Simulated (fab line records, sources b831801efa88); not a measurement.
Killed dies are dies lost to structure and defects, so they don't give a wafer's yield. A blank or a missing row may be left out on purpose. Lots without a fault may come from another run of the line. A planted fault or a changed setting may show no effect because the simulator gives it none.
fab line records | flow sky130
record lots=5 wafers=15 last_day=48
route steps=708 shown CONTACT@408 METAL1@434
lots that met no fault: from a run of the same line without faults
start_h: hours from the record's first day to the start of the lot's first wafer shown | wait_h: hours since the lot's step before | " the same as in the row above | L1.1+2: a row that stands for several wafers | - no value, or no start given | * or withheld: withheld | < > ~ a bound
route shown NAME@n: a module of which the file shows steps, and the number in the route of the first | usual: mean/standard deviation of fault-free wafers | same: alike in all rows | chamber/n: place in a boat | sites: the reading at each site | _std_site: their standard deviation | _edge_site: outer sites' mean less inner sites' | radius_mm: how far each site lies from the wafer's centre | mask NAME#n: copy n | behind: the tool/chamber that last shaped the wafer | hold: why the lot was held/for how many hours/how that ended | device: the transistor (n, p or np) that didn't switch | end of line: the same wafers' tests at the end of the route | a step without rows: its recipe alone | killed: dies lost to structure and defects at the first sort, not the wafer's yield | map: a wafer's dies, x killed, . not, _ none there
set.NAME: the setting as run; set.NAME@STEP: as run at that earlier step | model.NAME: the simulator's own value behind a step, which no gauge read
lots at some steps of the route; a table a step, a row a wafer
services: from which hour (start_h, from the record's first day; less than 0 if before it) a tool's chamber was out of use, for how many hours, and why
## steps
# step SKY_CONTACT_HDPCVD_02
# recipe material=SiO2 target_thk_nm=565 sigma_open_frac=0.3 time_s=94.2 temp_c=600 sih4_flow_sccm=60 pressure_mtorr=6
# usual susceptor_temp_C=599.99/0.28
# columns lot.wafer tool chamber start_h wait_h susceptor_temp_C
L078.2 hdpcvd-02 2 729.48 0.0 600.12
L078.3 " 0 " " 599.74
L078.6 " 1 " " 600.19
L080.2 hdpcvd-02 2 745.54 0.0 599.72
L080.5 " 2 " " 600.06
L080.6 " 0 " " 599.89
L081.1 hdpcvd-01 2 754.37 0.1 600.35
L081.2 " 1 " " 599.99
L081.5 " 0 " " 599.68
L085.2 hdpcvd-02 2 786.68 0.0 599.68
L085.3 " 0 " " 599.99
L085.6 " 1 " " 599.98
L088.2 hdpcvd-01 2 809.69 0.0 600.28
L088.5 " 0 " " 600.08
L088.6 " 2 " " 599.75
# step SKY_CONTACT_THK_MEAS_03
# recipe reads=SiO2_of_CONTACT_HDPCVD_02
# usual CONTACT_HDPCVD_THK=565/6.7
# columns lot.wafer tool chamber start_h wait_h CONTACT_HDPCVD_THK[nm]
L078.2 film_metro-03 - 729.56 0.0 548
L078.3 " - " " 555
L078.6 " - " " 557
L080.2 film_metro-03 - 745.62 0.0 566
L080.5 " - " " 564
L080.6 " - " " 568
L081.1 film_metro-01 - 754.44 0.0 577
L081.2 " - " " 565
L081.5 " - " " 556
L085.2 film_metro-03 - 786.76 0.0 554
L085.3 " - " " 557
L085.6 " - " " 576
L088.2 film_metro-03 - 809.77 0.0 572
L088.5 " - " " 563
L088.6 " - " " 574
# step SKY_CONTACT_CMP_04
# recipe material=SiO2 down_force_psi=4 platen_rpm=60 pad_velocity_m_s=0.94248
# usual motor_current_A=12.3/0.85 time_to_endpoint_s=81/4.1
# columns lot.wafer tool chamber start_h wait_h motor_current_A time_to_endpoint_s
L078.3 cmp-02 2 729.66 0.1 11.3 80
L078.2 " 3 " " 11.3 71
L078.6 " 2 " " 11.7 79
L080.2 cmp-01 2 747.55 1.9 12.0 81
L080.5 " 2 " " 12.4 82
L080.6 " 3 " " 12.4 87
L081.2 cmp-02 1 754.55 0.1 13.9 81
L081.1 " 2 " " 11.2 84
L081.5 " 0 " " 12.4 81
L085.2 cmp-01 1 786.96 0.2 12.1 78
L085.3 " 2 " " 12.5 79
L085.6 " 3 " " 11.6 91
L088.2 cmp-02 0 809.97 0.2 12.5 87
L088.5 " 1 " " 13.9 78
L088.6 " 2 " " 11.3 83
# step SKY_CONTACT_BOW_MEAS_05
# recipe mode=bow
# usual CONTACT_BOW=82/6.9
# columns lot.wafer tool chamber start_h wait_h CONTACT_BOW[um]
L078.2 film_metro-03 - 729.94 0.2 78
L078.3 " - " " 89
L078.6 " - " " 84
L080.2 film_metro-03 - 747.87 0.3 78
L080.5 " - " " 88
L080.6 " - " " 79
L081.1 film_metro-03 - 754.80 0.1 78
L081.2 " - " " 88
L081.5 " - " " 80
L085.2 film_metro-01 - 787.18 0.2 81
L085.3 " - " " 93
L085.6 " - " " 84
L088.2 film_metro-01 - 810.14 0.1 85
L088.5 " - " " 84
L088.6 " - " " 77
# step SKY_CONTACT_DEHYDRATE_06
# recipe temp_c=200 time_s=60
# usual plate_temp_C=200.00/0.16
# columns lot.wafer tool chamber start_h wait_h plate_temp_C
L078.2 litho_track-02 0 742.61 12.6 200.25
L078.3 " 0 " " 199.84
L078.6 " 0 " " 200.03
L080.2 litho_track-01 0 760.85 13.0 200.09
L080.5 " 0 " " 199.87
L080.6 " 0 " " 199.69
L081.1 litho_track-01 0 768.47 13.7 200.05
L081.2 " 0 " " 200.07
L081.5 " 0 " " 200.32
L085.2 litho_track-02 0 800.06 12.9 200.17
L085.3 " 0 " " 199.62
L085.6 " 0 " " 199.96
L088.2 litho_track-02 0 823.01 12.9 199.88
L088.5 " 0 " " 200.11
L088.6 " 0 " " 199.85
# step SKY_CONTACT_HMDS_07
# recipe prime_time_s=60 prime_temp_c=120
# same prime_time_s=60
# columns lot.wafer tool chamber start_h wait_h
L078.2+3+6 litho_track-02 0 742.76 0.1
L080.2+5+6 litho_track-01 0 761.00 0.1
L081.1+2+5 litho_track-01 0 768.62 0.1
L085.2+3+6 litho_track-02 0 800.21 0.1
L088.2+5+6 litho_track-02 0 823.16 0.1
# step SKY_CONTACT_COAT_08
# recipe resist=BARC temp_c=withheld time_s=withheld spin_rpm=3000 resist_thk_nm=60
# columns lot.wafer tool chamber start_h wait_h
L078.2+3+6 litho_track-02 0 742.91 0.1
L080.2+5+6 litho_track-01 0 761.15 0.1
L081.1+2+5 litho_track-01 0 768.77 0.1
L085.2+3+6 litho_track-02 0 800.36 0.1
L088.2+5+6 litho_track-02 0 823.31 0.1
# step SKY_CONTACT_COAT_09
# recipe resist=KrF-thick spin_rpm=3000 resist_thk_nm=450
# columns lot.wafer tool chamber start_h wait_h
L078.2+3+6 litho_track-02 0 - -
L080.2+5+6 litho_track-01 0 - -
L081.1+2+5 litho_track-01 0 - -
L085.2+3+6 litho_track-02 0 - -
L088.2+5+6 litho_track-02 0 - -
# step SKY_CONTACT_SOFTBAKE_10
# recipe temp_c=100 time_s=90 resist=KrF-thick
# usual plate_temp_C=99.99/0.12
# columns lot.wafer tool chamber start_h wait_h plate_temp_C
L078.2 litho_track-02 0 - - 100.14
L078.3 " 0 " " 100.08
L078.6 " 0 " " 99.87
L080.2 litho_track-01 0 - - 99.82
L080.5 " 0 " " 100.07
L080.6 " 0 " " 99.83
L081.1 litho_track-01 0 - - 100.02
L081.2 " 0 " " 100.12
L081.5 " 0 " " 99.86
L085.2 litho_track-02 0 - - 100.17
L085.3 " 0 " " 99.91
L085.6 " 0 " " 99.92
L088.2 litho_track-02 0 - - 99.98
L088.5 " 0 " " 99.83
L088.6 " 0 " " 99.97
# step SKY_CONTACT_EXPOSE_11
# recipe mask_id=CTM1 na=0.8 source_shape=annular sigma_inner=0.55 sigma_outer=0.85 target_cd_nm=170 dose_mj=38
# columns lot.wafer tool chamber start_h wait_h mask
L078.2+3+6 krf_scanner-01 0 - - CTM1#0
L080.2+5+6 krf_scanner-02 0 - - CTM1#0
L081.1+2+5 krf_scanner-01 0 - - CTM1#0
L085.2+3+6 krf_scanner-02 0 - - CTM1#0
L088.2+5+6 krf_scanner-01 0 - - CTM1#0
# step SKY_CONTACT_PEB_12
# recipe peb_temp_c=withheld peb_time_s=withheld resist=KrF-thick
# columns lot.wafer tool chamber start_h wait_h
L078.2+3+6 litho_track-02 0 - -
L080.2+5+6 litho_track-01 0 - -
L081.1+2+5 litho_track-01 0 - -
L085.2+3+6 litho_track-01 0 - -
L088.2+5+6 litho_track-01 0 - -
# step SKY_CONTACT_DEVELOP_13
# recipe develop_time_s=60 resist=KrF-thick dev_temp_c=21
# columns lot.wafer tool chamber start_h wait_h
L078.2+3+6 litho_track-02 0 - -
L080.2+5+6 litho_track-01 0 - -
L081.1+2+5 litho_track-01 0 - -
L085.2+3+6 litho_track-01 0 - -
L088.2+5+6 litho_track-01 0 - -
# step SKY_CONTACT_CD_MEAS_14
# recipe target_cd_nm=170
# usual cd_nm=169.5/1.5
# columns lot.wafer tool chamber start_h wait_h cd_nm
L078.2 cd_sem-01 - 756.85 - 171.0
L078.3 " - " " 170.2
L078.6 " - " " 169.9
L080.2 cd_sem-01 - 774.74 - 169.5
L080.5 " - " " 168.7
L080.6 " - " " 170.4
L081.1 cd_sem-01 - 782.62 - 169.6
L081.2 " - " " 169.2
L081.5 " - " " 170.2
L085.2 cd_sem-02 - 814.14 - 169.5
L085.3 " - " " 171.2
L085.6 " - " " 169.2
L088.2 cd_sem-01 - 836.09 - 171.5
L088.5 " - " " 173.1
L088.6 " - " " 172.0
# step SKY_CONTACT_OVL_MEAS_15
# usual CONTACT_OVL=-1/5.2
# columns lot.wafer tool chamber start_h wait_h CONTACT_OVL[nm]
L078.2 overlay-01 - 756.96 0.1 -1
L078.3 " - " " 3
L078.6 " - " " -3
L080.2 overlay-01 - 774.85 0.1 -8
L080.5 " - " " -2
L080.6 " - " " -1
L081.1 overlay-02 - 782.74 0.1 -3
L081.2 " - " " 8
L081.5 " - " " -1
L085.2 overlay-01 - 814.25 0.1 -7
L085.3 " - " " -6
L085.6 " - " " -14
L088.2 overlay-02 - 836.20 0.1 10
L088.5 " - " " 2
L088.6 " - " " -5
# step SKY_CONTACT_ETCH_16
# recipe chemistry=N2/H2 target=BARC ion_energy_ev=200 source_w=500 bias_w=100 pressure_mtorr=30 n2_flow_sccm=100 h2_flow_sccm=200 stop_on=SiO2 time_s=45.9 target_depth_a=600
# usual drypump_motor_current_A=5.7/0.34 h2_flow_sccm=200.0/0.58 oes_product_au=0.855/0.0049 throttle_valve_pct=13.225/0.0089
# columns lot.wafer tool chamber start_h wait_h drypump_motor_current_A h2_flow_sccm oes_product_au rf_hours_counter_h throttle_valve_pct
L078.2 rie_diel-02 1 756.99 0.0 6.3 200.2 0.853 17 13.226
L078.3 " 0 " " 5.5 198.9 0.858 20 13.220
L078.6 " 1 " " 6.3 200.3 0.849 - 13.227
L080.2 rie_diel-03 3 774.88 0.0 5.8 200.5 0.847 6 13.209
L080.5 " 0 " " 5.7 200.5 0.868 - 13.240
L080.6 " 3 " " 5.7 200.2 0.855 - 13.214
L081.1 rie_diel-04 2 782.78 0.0 6.0 200.5 0.853 16 13.226
L081.2 " 1 " " 5.7 200.3 0.854 20 13.221
L081.5 " 3 " " 5.5 199.3 0.849 - 13.222
L085.2 rie_diel-02 1 814.28 0.0 6.3 199.4 0.855 19 13.213
L085.3 " 2 " " 5.7 199.4 0.862 13 13.231
L085.6 " 3 " " 5.0 199.4 0.853 - 13.227
L088.2 rie_diel-04 1 836.23 0.0 5.7 200.6 0.857 21 13.225
L088.5 " 3 " " 5.5 200.5 0.837 - 13.225
L088.6 " 2 " " 6.0 199.6 0.850 - 13.235
# step SKY_CONTACT_ETCH_17
# recipe target=SiO2 chemistry=C4F8/O2/Ar stop_on=Si3N4 mask_material=KrF-thick source_w=1500 bias_w=1200 pressure_mtorr=40 c4f8_flow_sccm=withheld O2_flow_sccm=6 Ar_flow_sccm=300 time_s=withheld target_depth_a=3400
# usual oes_product_au=0.892/0.0046
# columns lot.wafer tool chamber start_h wait_h oes_product_au
L078.2 rie_diel-02 1 757.03 0.0 0.891
L078.3 " 0 " " 0.901
L078.6 " 1 " " 0.888
L080.2 rie_diel-03 3 774.92 0.0 0.893
L080.5 " 0 " " 0.883
L080.6 " 3 " " 0.896
L081.1 rie_diel-04 2 782.82 0.0 0.895
L081.2 " 1 " " 0.893
L081.5 " 3 " " 0.896
L085.2 rie_diel-02 1 814.32 0.0 0.888
L085.3 " 2 " " 0.899
L085.6 " 3 " " 0.894
L088.2 rie_diel-04 1 836.27 0.0 0.903
L088.5 " 3 " " 0.882
L088.6 " 2 " " 0.889
# step SKY_CONTACT_ETCH_18
# recipe target=Si3N4 chemistry=CHF3/O2 stop_on=TiN source_w=600 bias_w=200 pressure_mtorr=40 chf3_flow_sccm=50 O2_flow_sccm=5 time_s=39 target_depth_a=750
# usual drypump_motor_current_A=5.7/0.34 oes_product_au=0.852/0.0093 throttle_valve_pct=8.793/0.0093
# columns lot.wafer tool chamber start_h wait_h drypump_motor_current_A oes_product_au rf_hours_counter_h throttle_valve_pct
L078.2 rie_diel-02 1 - - 6.3 0.851 17 8.787
L078.3 " 0 " " 5.6 0.837 20 8.799
L078.6 " 1 " " 6.3 0.849 - 8.804
L080.2 rie_diel-03 3 - - 5.7 0.847 6 8.801
L080.5 " 0 " " 5.7 0.857 - 8.792
L080.6 " 3 " " 5.8 0.871 - 8.783
L081.1 rie_diel-04 2 - - 6.0 0.858 16 8.795
L081.2 " 1 " " 5.7 0.857 20 8.797
L081.5 " 3 " " 5.5 0.857 - 8.805
L085.2 rie_diel-02 1 - - 6.3 0.861 19 8.782
L085.3 " 2 " " 5.7 0.865 13 8.790
L085.6 " 3 " " 5.0 0.848 - 8.787
L088.2 rie_diel-04 1 - - 5.7 0.852 21 8.782
L088.5 " 3 " " 5.5 0.843 - 8.796
L088.6 " 2 " " 6.0 0.863 - 8.811
# step SKY_CONTACT_STRIP_19
# recipe chemistry=O2/N2 power_w=1400 pressure_mtorr=1500 platen_temp_c=withheld o2_flow_sccm=3000 n2_flow_sccm=300 overash_fraction=0.5
# usual drypump_motor_current_A=6.0/0.62 o2_flow_sccm=2999/8.1 oes_product_au=0.380/0.0053 strip_time_to_endpoint_s=3.62/0.041
# columns lot.wafer tool chamber start_h wait_h drypump_motor_current_A o2_flow_sccm oes_product_au rf_hours_counter_h strip_time_to_endpoint_s
L078.2 plasma_asher-03 1 757.12 - 5.5 3003 0.377 93 3.62
L078.3 " 0 " " 6.7 3005 0.373 - 3.61
L078.6 " 0 " " 6.7 2996 0.379 - 3.64
L080.2 plasma_asher-04 0 775.01 - 6.5 3008 0.383 65 3.66
L080.5 " 1 " " 5.4 2994 0.382 - 3.65
L080.6 " 0 " " 6.5 3002 0.378 - 3.67
L081.1 plasma_asher-02 1 782.91 - 6.5 2993 0.380 34 3.63
L081.2 " 0 " " 5.2 3002 0.381 34 3.64
L081.5 " 0 " " 5.2 3002 0.382 - 3.61
L085.2 plasma_asher-04 0 814.41 - 6.5 3007 0.387 69 3.64
L085.3 " 1 " " 5.3 3010 0.386 - 3.58
L085.6 " 0 " " 6.5 2999 0.381 - 3.68
L088.2 plasma_asher-03 1 836.36 - 5.5 3004 0.375 101 3.64
L088.5 " 0 " " 6.7 2998 0.379 - 3.63
L088.6 " 1 " " 5.5 2991 0.375 - 3.64
# step SKY_CONTACT_STRIP_20
# recipe chemistry=post_etch_residue_remover time_s=1200 temp_c=72.5
# usual bath_heat_duty_pct=13.9/1.8
# columns lot.wafer tool chamber start_h wait_h bath_heat_duty_pct
L078.2 wet_bench-04 0 757.22 0.1 13.8
L078.3 " 0 " " 13.1
L078.6 " 0 " " 12.7
L080.2 wet_bench-04 3 775.11 0.1 11.8
L080.5 " 3 " " 12.8
L080.6 " 3 " " 13.5
L081.1 wet_bench-01 1 783.01 0.1 12.2
L081.2 " 1 " " 13.1
L081.5 " 1 " " 11.7
L085.2 wet_bench-03 0 814.51 0.1 17.4
L085.3 " 0 " " 17.5
L085.6 " 0 " " 15.4
L088.2 wet_bench-04 0 836.46 0.1 13.5
L088.5 " 0 " " 15.2
L088.6 " 0 " " 13.5
# step SKY_CONTACT_CLEAN_21
# recipe chemistry=IPA time_s=180 temp_c=25
# usual bath_heat_duty_pct=6.4/1
# columns lot.wafer tool chamber start_h wait_h bath_heat_duty_pct
L078.2 wet_bench-01 1 757.59 0.0 5.1
L078.3 " 1 " " 5.9
L078.6 " 1 " " 4.0
L080.2 wet_bench-03 2 775.45 0.0 7.1
L080.5 " 2 " " 7.4
L080.6 " 2 " " 8.0
L081.1 wet_bench-04 1 783.38 0.0 6.3
L081.2 " 1 " " 7.0
L081.5 " 1 " " 5.2
L085.2 wet_bench-04 3 814.85 0.0 5.2
L085.3 " 3 " " 5.4
L085.6 " 3 " " 6.2
L088.2 wet_bench-03 2 836.80 0.0 7.2
L088.5 " 2 " " 6.0
L088.6 " 2 " " 7.3
# step SKY_CONTACT_CLEAN_22
# recipe chemistry=O3/DIW dry=n2_spin
# columns lot.wafer tool chamber start_h wait_h
L078.2+3+6 wet_bench-03 0 757.66 0.0
L080.2+5+6 wet_bench-01 3 775.52 0.0
L081.1+2+5 wet_bench-03 1 783.44 0.0
L085.2+3+6 wet_bench-03 3 814.91 0.0
L088.2+5+6 wet_bench-04 3 836.86 0.0
# step SKY_CONTACT_SPUTTER_23
# recipe material=TiN target_thk_nm=20 chamber_pressure_pa=5 power_w=4000 time_s=80
# usual throttle_valve_pct=30.3/0.65
# columns lot.wafer tool chamber start_h wait_h throttle_valve_pct
L078.2 pvd_sputter-01 - 757.75 0.0 29.2
L078.3 " - " " 31.2
L078.6 " - " " 29.1
L080.2 pvd_sputter-04 - 775.62 0.0 30.6
L080.5 " - " " 31.1
L080.6 " - " " 30.7
L081.1 pvd_sputter-03 - 783.54 0.0 30.0
L081.2 " - " " 29.8
L081.5 " - " " 30.1
L085.2 pvd_sputter-04 - 815.00 0.0 30.8
L085.3 " - " " 30.7
L085.6 " - " " 30.7
L088.2 pvd_sputter-03 - 836.95 0.0 30.1
L088.5 " - " " 30.2
L088.6 " - " " 30.7
# step SKY_CONTACT_CVD_24
# recipe material=W target_thk_nm=340 time_s=102.12 temp_c=400 pressure_torr=40
# usual heater_power_w=860/92 susceptor_temp_C=399.96/0.23
# columns lot.wafer tool chamber start_h wait_h heater_power_w since_wet_clean_h susceptor_temp_C
L078.2 cvd_w-01 0 757.81 0.0 731 854 399.77
L078.3 " 0 " " 761 - 399.54
L078.6 " 0 " " 754 - 399.76
L080.2 cvd_w-01 1 775.69 0.0 895 872 399.85
L080.5 " 1 " " 900 - 400.00
L080.6 " 0 " " 733 - 400.08
L081.1 cvd_w-02 1 783.60 0.0 841 380 400.02
L081.2 " 0 " " 1006 380 399.78
L081.5 " 0 " " 991 - 400.15
L085.2 cvd_w-01 0 815.06 0.0 746 911 399.70
L085.3 " 0 " " 745 - 399.88
L085.6 " 1 " " 898 - 400.02
L088.2 cvd_w-02 1 837.01 0.0 865 433 399.76
L088.5 " 0 " " 968 - 399.77
L088.6 " 1 " " 868 - 399.99
# step SKY_CONTACT_RS_MEAS_25
# recipe thk_meas_gauge=four-point-probe reads=W_of_CONTACT_CVD_24+TiN_of_CONTACT_SPUTTER_23
# usual CONTACT_W_RS=0.340/0.0052
# columns lot.wafer tool chamber start_h wait_h CONTACT_W_RS[ohm/sq]
L078.2 film_metro-04 - 757.94 0.1 0.331
L078.3 " - " " 0.332
L078.6 " - " " 0.330
L080.2 film_metro-03 - 775.82 0.1 0.341
L080.5 " - " " 0.339
L080.6 " - " " 0.335
L081.1 film_metro-03 - 783.71 0.1 0.338
L081.2 " - " " 0.341
L081.5 " - " " 0.338
L085.2 film_metro-03 - 815.19 0.1 0.340
L085.3 " - " " 0.335
L085.6 " - " " 0.345
L088.2 film_metro-01 - 837.14 0.1 0.345
L088.5 " - " " 0.346
L088.6 " - " " 0.344
# step SKY_CONTACT_THK_MEAS_26
# recipe thk_meas_gauge=xrf reads=W_of_CONTACT_CVD_24
# usual CONTACT_W_THK=335/7.6
# columns lot.wafer tool chamber start_h wait_h CONTACT_W_THK[nm]
L078.2 film_metro-04 - 758.05 0.1 342
L078.3 " - " " 340
L078.6 " - " " 343
L080.2 film_metro-03 - 775.93 0.1 334
L080.5 " - " " 335
L080.6 " - " " 340
L081.1 film_metro-03 - 783.83 0.1 336
L081.2 " - " " 333
L081.5 " - " " 337
L085.2 film_metro-03 - 815.30 0.1 331
L085.3 " - " " 336
L085.6 " - " " 326
L088.2 film_metro-01 - 837.25 0.1 336
L088.5 " - " " 337
L088.6 " - " " 339
# step SKY_CONTACT_CMP_27
# recipe stop_on=SiO2 t_overpolish_s=15 down_force_psi=3.5 platen_rpm=60 target_thk_nm=0 pad_velocity_m_s=0.94248
# usual motor_current_A=11.2/0.68 overpolish_run_s=14.999/0.0094 time_to_endpoint_s=82/4
# same t_overpolish_s=15
# columns lot.wafer tool chamber start_h wait_h motor_current_A overpolish_run_s time_to_endpoint_s
L078.3 cmp-02 2 758.10 0.0 10.1 15.001 80
L078.2 " 1 " " 12.5 15.002 85
L078.6 " 2 " " 10.7 14.996 84
L080.2 cmp-01 2 776.13 0.2 11.0 15.001 85
L080.5 " 3 " " 10.8 14.992 88
L080.6 " 0 " " 11.8 14.993 83
L081.2 cmp-01 2 783.89 0.0 11.1 15.006 82
L081.1 " 0 " " 11.7 15.007 84
L081.5 " 3 " " 10.7 15.011 85
L085.2 cmp-01 0 815.40 0.1 11.7 15.004 83
L085.3 " 1 " " 11.1 15.007 79
L085.6 " 0 " " 12.1 15.005 81
L088.2 cmp-01 0 837.45 0.2 11.5 14.984 81
L088.5 " 1 " " 11.2 14.967 82
L088.6 " 2 " " 11.0 15.004 80
# step SKY_METAL1_SPUTTER_00
# recipe material=Ti target_thk_nm=15 power_w=3000 time_s=10 chamber_pressure_pa=0.4
# usual throttle_valve_pct=30.2/0.77
# columns lot.wafer tool chamber start_h wait_h throttle_valve_pct
L078.2 pvd_sputter-03 - 758.40 0.1 30.0
L078.3 " - " " 29.6
L078.6 " - " " 29.5
L080.2 pvd_sputter-02 - 776.28 0.1 29.5
L080.5 " - " " 29.4
L080.6 " - " " 29.0
L081.1 pvd_sputter-02 - 784.19 0.1 29.7
L081.2 " - " " 31.4
L081.5 " - " " 30.7
L085.2 pvd_sputter-01 - 815.65 0.2 30.5
L085.3 " - " " 29.4
L085.6 " - " " 31.0
L088.2 pvd_sputter-01 - 837.60 0.1 31.0
L088.5 " - " " 30.4
L088.6 " - " " 31.3
# step SKY_METAL1_SPUTTER_01
# recipe material=TiN target_thk_nm=20 power_w=6500 time_s=16.7 chamber_pressure_pa=0.4144
# usual throttle_valve_pct=30.2/0.78
# columns lot.wafer tool chamber start_h wait_h throttle_valve_pct
L078.2 pvd_sputter-03 - 758.42 0.0 29.9
L078.3 " - " " 29.5
L078.6 " - " " 29.7
L080.2 pvd_sputter-02 - 776.30 0.0 29.2
L080.5 " - " " 29.4
L080.6 " - " " 29.1
L081.1 pvd_sputter-02 - 784.21 0.0 29.5
L081.2 " - " " 31.3
L081.5 " - " " 30.6
L085.2 pvd_sputter-01 - 815.68 0.0 30.3
L085.3 " - " " 29.2
L085.6 " - " " 31.1
L088.2 pvd_sputter-01 - 837.63 0.0 31.3
L088.5 " - " " 30.2
L088.6 " - " " 31.2
# step SKY_METAL1_SPUTTER_02
# recipe material=AlCu target_thk_nm=250 power_w=10600 time_s=13.3 chamber_pressure_pa=0.4
# usual throttle_valve_pct=30.2/0.81
# columns lot.wafer tool chamber start_h wait_h throttle_valve_pct
L078.2 pvd_sputter-03 - 758.45 0.0 29.7
L078.3 " - " " 29.8
L078.6 " - " " 29.7
L080.2 pvd_sputter-02 - 776.32 0.0 29.6
L080.5 " - " " 29.4
L080.6 " - " " 29.1
L081.1 pvd_sputter-02 - 784.24 0.0 29.5
L081.2 " - " " 31.5
L081.5 " - " " 30.6
L085.2 pvd_sputter-01 - 815.70 0.0 30.2
L085.3 " - " " 28.8
L085.6 " - " " 31.1
L088.2 pvd_sputter-01 - 837.65 0.0 31.2
L088.5 " - " " 30.4
L088.6 " - " " 31.2
# step SKY_METAL1_SPUTTER_03
# recipe material=Ti target_thk_nm=5 power_w=3000 time_s=3.3 chamber_pressure_pa=0.4
# usual throttle_valve_pct=30.3/0.78
# columns lot.wafer tool chamber start_h wait_h throttle_valve_pct
L078.2 pvd_sputter-03 - 758.47 0.0 30.0
L078.3 " - " " 29.8
L078.6 " - " " 29.7
L080.2 pvd_sputter-02 - 776.35 0.0 29.6
L080.5 " - " " 29.3
L080.6 " - " " 28.9
L081.1 pvd_sputter-02 - 784.26 0.0 29.4
L081.2 " - " " 31.3
L081.5 " - " " 30.8
L085.2 pvd_sputter-01 - 815.73 0.0 30.5
L085.3 " - " " 29.2
L085.6 " - " " 31.1
L088.2 pvd_sputter-01 - 837.68 0.0 31.2
L088.5 " - " " 30.7
L088.6 " - " " 31.1
# step SKY_METAL1_SPUTTER_04
# recipe material=TiN target_thk_nm=70 power_w=6500 time_s=58.3 chamber_pressure_pa=0.4
# usual throttle_valve_pct=30.2/0.79
# columns lot.wafer tool chamber start_h wait_h throttle_valve_pct
L078.2 pvd_sputter-03 - 758.49 0.0 30.0
L078.3 " - " " 29.6
L078.6 " - " " 29.7
L080.2 pvd_sputter-02 - 776.37 0.0 29.5
L080.5 " - " " 29.5
L080.6 " - " " 29.0
L081.1 pvd_sputter-02 - 784.28 0.0 29.6
L081.2 " - " " 31.5
L081.5 " - " " 30.9
L085.2 pvd_sputter-01 - 815.74 0.0 30.1
L085.3 " - " " 29.2
L085.6 " - " " 31.1
L088.2 pvd_sputter-01 - 837.69 0.0 30.8
L088.5 " - " " 30.5
L088.6 " - " " 31.4
# step SKY_METAL1_RS_MEAS_05
# recipe thk_meas_gauge=four-point-probe reads=TiN_of_METAL1_SPUTTER_04+Ti_of_METAL1_SPUTTER_03+AlCu_of_METAL1_SPUTTER_02+TiN_of_METAL1_SPUTTER_01+Ti_of_METAL1_SPUTTER_00
# usual METAL1_ALCU_RS=0.1262/0.0016
# columns lot.wafer tool chamber start_h wait_h METAL1_ALCU_RS[ohm/sq]
L078.2 film_metro-01 - 758.56 0.0 0.1259
L078.3 " - " " 0.1283
L078.6 " - " " 0.1287
L080.2 film_metro-02 - 776.44 0.0 0.1253
L080.5 " - " " 0.1247
L080.6 " - " " 0.1232
L081.1 film_metro-02 - 784.33 0.0 0.1276
L081.2 " - " " 0.1289
L081.5 " - " " 0.1276
L085.2 film_metro-03 - 815.81 0.0 0.1239
L085.3 " - " " 0.1233
L085.6 " - " " 0.1233
L088.2 film_metro-02 - 837.76 0.0 0.1275
L088.5 " - " " 0.1263
L088.6 " - " " 0.1282
# step SKY_METAL1_THK_MEAS_06
# recipe thk_meas_gauge=xrf reads=AlCu_of_METAL1_SPUTTER_02
# usual METAL1_ALCU_THK=250/3.5
# columns lot.wafer tool chamber start_h wait_h METAL1_ALCU_THK[nm]
L078.2 film_metro-01 - 758.67 0.1 252
L078.3 " - " " 244
L078.6 " - " " 245
L080.2 film_metro-02 - 776.55 0.1 251
L080.5 " - " " 250
L080.6 " - " " 257
L081.1 film_metro-02 - 784.45 0.1 248
L081.2 " - " " 244
L081.5 " - " " 247
L085.2 film_metro-03 - 815.92 0.1 254
L085.3 " - " " 255
L085.6 " - " " 256
L088.2 film_metro-02 - 837.87 0.1 247
L088.5 " - " " 249
L088.6 " - " " 247
# step SKY_METAL1_DEHYDRATE_07
# recipe temp_c=200 time_s=60
# usual plate_temp_C=200.02/0.17
# columns lot.wafer tool chamber start_h wait_h plate_temp_C
L078.2 litho_track-04 0 771.51 12.8 199.76
L078.3 " 0 " " 199.82
L078.6 " 0 " " 199.83
L080.2 litho_track-03 0 789.43 12.9 200.12
L080.5 " 0 " " 200.01
L080.6 " 0 " " 200.21
L081.1 litho_track-03 0 797.10 12.6 199.85
L081.2 " 0 " " 200.18
L081.5 " 0 " " 199.81
L085.2 litho_track-02 0 828.56 12.6 199.76
L085.3 " 0 " " 199.84
L085.6 " 0 " " 199.97
L088.2 litho_track-03 0 851.33 13.4 199.72
L088.5 " 0 " " 199.89
L088.6 " 0 " " 200.01
# step SKY_METAL1_HMDS_08
# recipe prime_time_s=60 prime_temp_c=120
# same prime_time_s=60
# columns lot.wafer tool chamber start_h wait_h
L078.2+3+6 litho_track-04 0 771.66 0.1
L080.2+5+6 litho_track-03 0 789.58 0.1
L081.1+2+5 litho_track-03 0 797.25 0.1
L085.2+3+6 litho_track-02 0 828.71 0.1
L088.2+5+6 litho_track-03 0 851.48 0.1
# step SKY_METAL1_COAT_09
# recipe resist=BARC temp_c=withheld time_s=withheld spin_rpm=3000 resist_thk_nm=60
# columns lot.wafer tool chamber start_h wait_h
L078.2+3+6 litho_track-04 0 771.81 0.1
L080.2+5+6 litho_track-03 0 789.73 0.1
L081.1+2+5 litho_track-03 0 797.40 0.1
L085.2+3+6 litho_track-02 0 828.86 0.1
L088.2+5+6 litho_track-03 0 851.63 0.1
# step SKY_METAL1_COAT_10
# recipe resist=KrF-thick spin_rpm=3000 resist_thk_nm=450
# columns lot.wafer tool chamber start_h wait_h
L078.2+3+6 litho_track-04 0 - -
L080.2+5+6 litho_track-03 0 - -
L081.1+2+5 litho_track-03 0 - -
L085.2+3+6 litho_track-02 0 - -
L088.2+5+6 litho_track-03 0 - -
## services
# columns tool chamber start_h hours kind
cmp-02 - 711.11 3.6 pm
krf_scanner-01 - 713.76 0.5 repair
krf_scanner-01 - 719.73 7.7 repair
cmp-02 - 721.48 5.5 pm
pvd_sputter-02 - 732.71 4.8 repair
krf_scanner-01 - 735.46 1.3 pm
cmp-02 - 744.10 4.0 pm
cmp-01 - 745.24 2.0 repair
krf_scanner-01 - 750.06 0.3 repair
krf_scanner-01 - 760.25 1.2 repair
cmp-02 - 764.08 1.6 repair
rie_diel-02 3 768.92 11.6 repair
cmp-02 - 771.63 0.9 repair
krf_scanner-01 - 771.90 1.0 repair
pvd_sputter-01 - 779.11 12.4 repair
cmp-02 - 783.55 4.4 repair
rie_diel-04 3 785.62 1.3 repair
cmp-02 - 796.71 0.7 repair
rie_diel-02 1 800.10 1.3 repair
pvd_sputter-03 - 816.46 1.0 repair
cmp-02 - 817.08 1.4 repair
rie_diel-02 3 823.65 17.4 repair
cmp-02 - 832.31 1.0 repair
rie_diel-04 2 851.65 6.2 repair
## key
fault none
